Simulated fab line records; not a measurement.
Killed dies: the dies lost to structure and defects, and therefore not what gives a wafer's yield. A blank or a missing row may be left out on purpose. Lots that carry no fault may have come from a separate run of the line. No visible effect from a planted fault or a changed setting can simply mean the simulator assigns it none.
2 desks looking at one fault ; flow sky130 ; every desk sees just its own numbers, and what lay behind them comes last

AT THE TOOL OWNER'S DESK: cmp-02
The tool's own readings at SKY_CONTACT_CMP_04 (polishes SiO2): means of the sampled wafers that have a number, for each lot that ran on this tool. Marked OUT: a lot whose mean sits more than 4 standard deviations from the usual mean, which makes it out of limits; the brackets give that distance.
Columns: A = motor-current-A at SKY_CONTACT_CMP_04, usual 12.8 A; B = time-to-endpoint-s at SKY_CONTACT_CMP_04, usual 81 s
lot;first seen here;A;B
L183;day 30 09:17;13.1;76
L184;day 30 11:52;12.5;78
L192;day 33 14:12;12.2;109 (+5.8) OUT
L193;day 34 04:47;12.9;108 (+5.6) OUT
L202;day 37 03:22;13.9;79
L204;day 37 14:35;12.1;82
L205;day 37 20:44;11.9;88
This desk's verdict: out of limits on L192, L193, starting with L192 at day 33 14:12 (time-to-endpoint-s at SKY_CONTACT_CMP_04). L183, L184, L202, L204, L205 stayed within limits.

AT THE METROLOGY DESK
Lot by lot, what the gauges showed, no matter which tool ran the lot: averages of those sampled wafers that carry a number. Marked OUT: a lot whose mean sits more than 4 standard deviations from the usual mean, which makes it out of limits; the brackets give that distance.
Columns: A = LOCAL_INTERCONNECT_OVL at SKY_LOCAL_INTERCONNECT_OVL_MEAS_12, usual 1 nm
lot;first seen here;A
L183;day 30 08:16;-2
L184;day 30 10:56;4
L185;day 30 19:52;-1
L187;day 31 19:05;-2
L191;day 33 04:10;-1
L192;day 33 13:07;0
L193;day 34 03:47;-1
L201;day 36 20:13;-1
L202;day 37 02:22;6
L203;day 37 03:19;1
L204;day 37 13:25;4
L205;day 37 19:47;-3
Finding of this desk: none of the 12 lots has anything out of limits.

PUT TOGETHER
At day 33 14:12, on L192, L193, the tool owner's desk was in a position to raise an alarm.
From the metrology desk's view, nothing was out of limits.
The metrology desk holds a record of L192, L193, inside its limits.
SKY_CONTACT_CMP_04 was run on cmp-02 by each of the lots named.

WHAT THE SIMULATOR PUT IN
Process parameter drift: cmp-02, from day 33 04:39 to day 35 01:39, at SKY_CONTACT_CMP_04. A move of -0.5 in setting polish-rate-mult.
Struck lots among those shown: L192, L193.
Time in hours from fault onset to the first out-of-limits reading at each desk: the tool owner's desk, 10.
